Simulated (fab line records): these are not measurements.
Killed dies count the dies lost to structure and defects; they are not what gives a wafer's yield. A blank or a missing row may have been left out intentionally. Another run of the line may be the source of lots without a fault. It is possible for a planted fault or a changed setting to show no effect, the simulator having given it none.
Which tool was responsible? :: flow sky130 :: 15 lots, 43 wafers sampled, at 3 steps of a route of 708

WHAT THE GAUGES READ, wafer by wafer
SKY_DNWELL_TW_MEAS_09. Usual: DNWELL_TW gives 1123 (standard deviation 13).
lot: L297
measured: day 3 05:43
on: film-metro-01
DNWELL_TW: 1113 1113 1108
flag: 

lot: L298
measured: day 3 09:28
on: film-metro-02
DNWELL_TW: 1112 1112 1111
flag: 

lot: L300
measured: day 3 21:08
on: film-metro-01
DNWELL_TW: 1108 1107 1111
flag: 

lot: L301
measured: day 4 03:09
on: film-metro-03
DNWELL_TW: 1142 1137 1134
flag: 

lot: L302
measured: day 4 06:20
on: film-metro-02
DNWELL_TW: 1104 1099 1104
flag: 

lot: L303
measured: day 4 12:41
on: film-metro-03
DNWELL_TW: 1130 1129 1129
flag: 

lot: L304
measured: day 4 18:29
on: film-metro-01
DNWELL_TW: 1120 1124 1126
flag: 

lot: L305
measured: day 5 01:05
on: film-metro-02
DNWELL_TW: 1107 1105 1106
flag: 

lot: L307
measured: day 5 10:14
on: film-metro-03
DNWELL_TW: 1126 1129 1132
flag: 

lot: L308
measured: day 5 14:27
on: film-metro-01
DNWELL_TW: 514 1130 1122
flag: OFF

lot: L310
measured: day 6 05:57
on: film-metro-01
DNWELL_TW: 1146 1135 1137
flag: 

lot: L311
measured: day 6 11:01
on: film-metro-02
DNWELL_TW: 514 1102
flag: OFF

lot: L314
measured: day 7 00:06
on: film-metro-01
DNWELL_TW: 527 1134
flag: OFF

lot: L318
measured: day 8 02:31
on: film-metro-03
DNWELL_TW: 1147 1142 1139
flag: 

lot: L320
measured: day 8 15:26
on: film-metro-01
DNWELL_TW: 1123 1131 1131
flag: 

SKY_NWELL_RS_MEAS_29: the measuring method here is four-point-probe. Usual: NWELL_RS gives 624.4 ohm/sq (standard deviation 1.5).
lot: L297
measured: day 5 08:59
on: film-metro-01
NWELL_RS (ohm/sq): 626.7 623.0 623.3
flag: 

lot: L298
measured: day 5 13:32
on: film-metro-01
NWELL_RS (ohm/sq): 626.1 623.4 623.7
flag: 

lot: L300
measured: day 6 01:09
on: film-metro-02
NWELL_RS (ohm/sq): 623.6 623.6 623.2
flag: 

lot: L301
measured: day 6 08:34
on: film-metro-03
NWELL_RS (ohm/sq): 625.7 624.7 622.4
flag: 

lot: L302
measured: day 6 11:47
on: film-metro-02
NWELL_RS (ohm/sq): 625.5 626.4 626.4
flag: 

lot: L303
measured: day 6 18:03
on: film-metro-02
NWELL_RS (ohm/sq): 624.8 625.9 624.7
flag: 

lot: L304
measured: day 7 02:35
on: film-metro-01
NWELL_RS (ohm/sq): 624.0 622.3 622.4
flag: 

lot: L305
measured: day 7 08:20
on: film-metro-01
NWELL_RS (ohm/sq): 622.9 624.6 623.7
flag: 

lot: L307
measured: day 7 19:35
on: film-metro-03
NWELL_RS (ohm/sq): 624.2 623.5 623.8
flag: 

lot: L308
measured: day 7 23:22
on: film-metro-03
NWELL_RS (ohm/sq): 624.6 624.2 622.7
flag: 

lot: L310
measured: day 8 18:34
on: film-metro-02
NWELL_RS (ohm/sq): 624.2 622.5 622.1
flag: 

lot: L311
measured: day 8 23:41
on: film-metro-03
NWELL_RS (ohm/sq): 625.4 626.2
flag: 

lot: L314
measured: day 9 15:34
on: film-metro-03
NWELL_RS (ohm/sq): 626.2 626.9
flag: 

lot: L318
measured: day 10 20:35
on: film-metro-02
NWELL_RS (ohm/sq): 624.0 623.6 625.3
flag: 

lot: L320
measured: day 11 12:21
on: film-metro-03
NWELL_RS (ohm/sq): 625.1 624.2 625.0
flag: 

EACH LOT AND THE TOOL THAT RAN IT (in order: tool; ch and the chambers of the sampled wafers; start)
lot: L297
SKY_DNWELL_DEVELOP_06: litho-track-04 ch 0, day 3 04:00

lot: L298
SKY_DNWELL_DEVELOP_06: litho-track-02 ch 0, day 3 09:00

lot: L300
SKY_DNWELL_DEVELOP_06: litho-track-04 ch 0, day 3 20:00

lot: L301
SKY_DNWELL_DEVELOP_06: litho-track-02 ch 0, day 4 02:00

lot: L302
SKY_DNWELL_DEVELOP_06: litho-track-03 ch 0, day 4 05:00

lot: L303
SKY_DNWELL_DEVELOP_06: litho-track-04 ch 0, day 4 12:00

lot: L304
SKY_DNWELL_DEVELOP_06: litho-track-03 ch 0, day 4 18:00

lot: L305
SKY_DNWELL_DEVELOP_06: litho-track-02 ch 0, day 5 00:00

lot: L307
SKY_DNWELL_DEVELOP_06: litho-track-04 ch 0, day 5 09:00

lot: L308
SKY_DNWELL_DEVELOP_06: litho-track-02 ch 0, day 5 14:00

lot: L310
SKY_DNWELL_DEVELOP_06: litho-track-04 ch 0, day 6 05:00

lot: L311
SKY_DNWELL_DEVELOP_06: litho-track-02 ch 0, day 6 10:00

lot: L314
SKY_DNWELL_DEVELOP_06: litho-track-02 ch 0, day 6 23:00

lot: L318
SKY_DNWELL_DEVELOP_06: litho-track-03 ch 0, day 8 02:00

lot: L320
SKY_DNWELL_DEVELOP_06: litho-track-04 ch 0, day 8 15:00
- SKY_DNWELL_DEVELOP_06: develop time 60 s.

AS READ BY THE TOOLS THEMSELVES (means over the sampled wafers that have a number; for cases with no such wafer, the mark the record gives instead)
SKY_DNWELL_DEVELOP_06. Usual: exhaust-pa reads 45.1 Pa (standard deviation 0.9).
lot: L297
tool: litho-track-04
exhaust-pa (Pa): 44.3
flag: 

lot: L298
tool: litho-track-02
exhaust-pa (Pa): 45.6
flag: 

lot: L300
tool: litho-track-04
exhaust-pa (Pa): 44.2
flag: 

lot: L301
tool: litho-track-02
exhaust-pa (Pa): 45.1
flag: 

lot: L302
tool: litho-track-03
exhaust-pa (Pa): 45.6
flag: 

lot: L303
tool: litho-track-04
exhaust-pa (Pa): 45.1
flag: 

lot: L304
tool: litho-track-03
exhaust-pa (Pa): 44.5
flag: 

lot: L305
tool: litho-track-02
exhaust-pa (Pa): 43.9
flag: 

lot: L307
tool: litho-track-04
exhaust-pa (Pa): 45.5
flag: 

lot: L308
tool: litho-track-02
exhaust-pa (Pa): 46.2
flag: 

lot: L310
tool: litho-track-04
exhaust-pa (Pa): 45.2
flag: 

lot: L311
tool: litho-track-02
exhaust-pa (Pa): 44.7
flag: 

lot: L314
tool: litho-track-02
exhaust-pa (Pa): 43.8
flag: 

lot: L318
tool: litho-track-03
exhaust-pa (Pa): 45.3
flag: 

lot: L320
tool: litho-track-04
exhaust-pa (Pa): 44.8
flag: 

THE ANSWER, worked out from the rows above alone
Rule: a lot counts as off when the mean over its wafers that have a number is more than 3 standard deviations away from the usual mean. A lot without any number at a reading at which 4 lots or more have one is off too. All remaining lots with rows at the step are treated as sound. First the gauges in route order, then the tools' own readings, where a lot's mean is used as printed above. At the first step where some lot is off, the reading lying furthest off is the one used; lots without a number count as furthest.
Off: L308, L311, L314, seen at SKY_DNWELL_TW_MEAS_09 (DNWELL_TW).
A tool fits if, at a process step before that reading, it ran every lot that is off, and no sound lot after the first of them. Gauges at SKY_DNWELL_TW_MEAS_09: tried the same way as those tools. One candidate fits, namely litho-track-02 at SKY_DNWELL_DEVELOP_06. Its last sound lot is L305 (day 5 00:00), its first lot that is off L308 (day 5 14:00): a fault that began between those two fits.

WHAT THE SIMULATOR HAD PUT IN
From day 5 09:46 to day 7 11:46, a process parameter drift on litho-track-02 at SKY_DNWELL_DEVELOP_06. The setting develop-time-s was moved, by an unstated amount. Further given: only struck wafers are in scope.
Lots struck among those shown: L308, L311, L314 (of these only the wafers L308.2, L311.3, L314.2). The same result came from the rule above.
